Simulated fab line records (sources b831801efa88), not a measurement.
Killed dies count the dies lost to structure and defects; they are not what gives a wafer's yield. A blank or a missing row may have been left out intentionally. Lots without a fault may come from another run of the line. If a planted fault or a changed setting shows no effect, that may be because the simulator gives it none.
8D (eight disciplines) problem report, filled in by code -- flow sky130 -- the parts of the form that need people (team, actions taken, sign-off) are left out

== 1. WHAT IS WRONG ==
Wafers without a fault read 43, standard deviation 6.9; killed_at_M0_to_M3 at SKY_PAD_OPEN_PROBE_99 reads a mean of 90 on 9 wafers belonging to 3 lots. Measured from the usual mean, that is +6.9 standard deviations.
First seen on wafer L948.2, day 49 22:31, on prober-01. The record holds 36 wafers of 12 lots with a number at this step. The rule behind "out" and "out of limits": a value lying over 4 standard deviations away from the usual mean. The other wafers with a number count as sound.

== 2. WHAT THIS IS AND IS NOT ==
question,is,is not
which readings at this step,"killed_at_M0_to_M3, sort_bin_5_function","killed_at_M4_up, killed_at_contacts, killed_at_front_end, killed_short"
which lots,"L948, L950, L952","L932, L933, L935, L941, L944, L945, L947, L949, L951"
which wafers of those lots,all that have a number,-
read on which tools,prober-01,prober-02
when,from day 49 22:31,"up to then (21 sound wafers); but 6 sound wafers of L949, L951 came after"

== 3. SUSPECTS, AND WHAT RULES EACH OUT ==
Counting: a tool at a process step up to the reading stays a suspect if it ran every lot that is out and no sound lot after the first of them.
- pvd_sputter-03 at SKY_METAL2_SPUTTER_02 (material AlCu, target thk 250 nm, time 13.3 s): kept. All lots that are out passed through it, beginning with L948 at day 39 12:31, and no sound lot followed; its final sound lot before that point was L947 at day 39 07:53.
- prober-01 at SKY_PAD_OPEN_PROBE_99: kept. All lots that are out passed through it, beginning with L948 at day 49 22:31, and no sound lot followed; its final sound lot before that point was L945 at day 49 13:49. Out on those wafers are its own readings of killed_at_M0_to_M3, sort_bin_5_function.
What counting leaves: pvd_sputter-03 at SKY_METAL2_SPUTTER_02 and prober-01 at SKY_PAD_OPEN_PROBE_99.

== 4. THE CAUSE (what the simulator had put in) ==
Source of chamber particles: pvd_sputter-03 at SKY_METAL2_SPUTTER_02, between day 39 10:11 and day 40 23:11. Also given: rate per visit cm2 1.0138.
Of the 2 suspects that counting leaves, this tool is one.

== 5. SEQUENCE OF EFFECTS, ordered by route ==
Rows list readings where the struck wafers' mean (over those with a number) sits beyond 3 standard deviations from the usual. Only readings for which the record gives a usual standard deviation are gone through. hours: the time from each lot's start at the first step in this table that gives one to its start at this step, as a median over the lots. sigmas: the change in usual standard deviations.
hours,step,reading,usual,on struck wafers,change,sigmas
0,SKY_PAD_OPEN_PROBE_99,defect_limited_yield,82.6 %,73.4,-9.2,-4.8
0,SKY_PAD_OPEN_PROBE_99,killed_at_M0_to_M3,43,90,+47,+6.9
0,SKY_PAD_OPEN_PROBE_99,killed_dies,86,131,+45,+4.9
0,SKY_PAD_OPEN_PROBE_99,sort_bin_3_pad_short,0.8 %,3.1,+2.3,+6.0
0,SKY_PAD_OPEN_PROBE_99,sort_bin_5_function,10.2 %,17.3,+7.1,+5.5
0,SKY_PAD_OPEN_PROBE_99,sort_n_pass,406,361,-45,-4.9
0,SKY_PAD_OPEN_PROBE_99,sort_yield_pct,82.6 %,73.4,-9.2,-4.8
Process steps it contains:
- SKY_PAD_OPEN_PROBE_99

== 6. WHAT WOULD HAVE CAUGHT IT SOONER ==
First out-of-limits reading in this record: day 49 22:31, which is 252 hours after fault onset at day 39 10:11.
No tool reading at SKY_METAL2_SPUTTER_02 that has a usual standard deviation in the record was out on any struck wafer, so an alarm limit of 4 standard deviations on those readings would not have fired.
By day 49 22:31, every lot that is out (3) had started SKY_METAL2_SPUTTER_02 on pvd_sputter-03. None of them would have been spared by holding the tool at that moment.
